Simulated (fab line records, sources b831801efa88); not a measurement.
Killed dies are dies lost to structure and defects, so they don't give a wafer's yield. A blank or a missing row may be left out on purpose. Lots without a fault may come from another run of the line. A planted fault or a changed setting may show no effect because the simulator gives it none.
Chamber matching | flow gf180mcu | GF_V4_CMP_26 on cmp-01: 4 sister chambers
The step polishes, stops on SiO2, t overpolish 15 s, target thk 0 nm. 8 wafers are shown with their chamber, then 8 later ones without.

WAFERS WITH THEIR CHAMBER
wafer  | chamber | motor_current_A (A) | time_to_endpoint_s (s)
L312.3 | 0       | 10.5                | 83
L313.5 | 3       | 10.3                | 87
L316.4 | 1       | 10.8                | 87
L316.6 | 1       | 10.5                | 84
L317.1 | 2       | 11.4                | 82
L317.3 | 0       | 10.0                | 79
L317.6 | 3       | 9.9                 | 82
L318.3 | 2       | 11.2                | 84

WAFERS WITHOUT THEIR CHAMBER
wafer  | motor_current_A (A) | time_to_endpoint_s (s)
L318.5 | 11.1                | 85
L318.6 | 9.8                 | 91
L321.2 | 9.9                 | 84
L321.3 | 11.4                | 83
L321.5 | 11.4                | 81
L333.1 | 10.8                | 87
L333.3 | 10.1                | 89
L333.6 | 10.5                | 83

WHICH CHAMBER EACH WENT THROUGH
wafer  | from the rows above               | in truth
L318.5 | can't be placed: 2 or 1           | 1
L318.6 | can't be placed: 3 or 1 or 0      | 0
L321.2 | can't be placed: 3 or 0           | 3
L321.3 | 2                                 | 2
L321.5 | 2                                 | 2
L333.1 | can't be placed: 1 or 2           | 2
L333.3 | can't be placed: 3 or 1 or 0      | 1
L333.6 | can't be placed: 1 or 0 or 3 or 2 | 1
Placed correctly: 2 of 8. Can't be placed from these rows: 6 (the true chamber is among the candidates in 6). Placed wrongly: 0.
How it was worked out, from the rows above alone: a wafer's distance from a chamber is the root of the sum, over the readings, of the square of ((its reading less the chamber's mean) divided by the reading's scatter). The wafer belongs to the nearest chamber; if the next one is less than 2 further off, it can't be placed. A chamber's mean is the mean of its shown wafers. The scatter: the root of (the sum of the squares of (reading less its chamber's mean) over the shown wafers, divided by (wafers less chambers)).
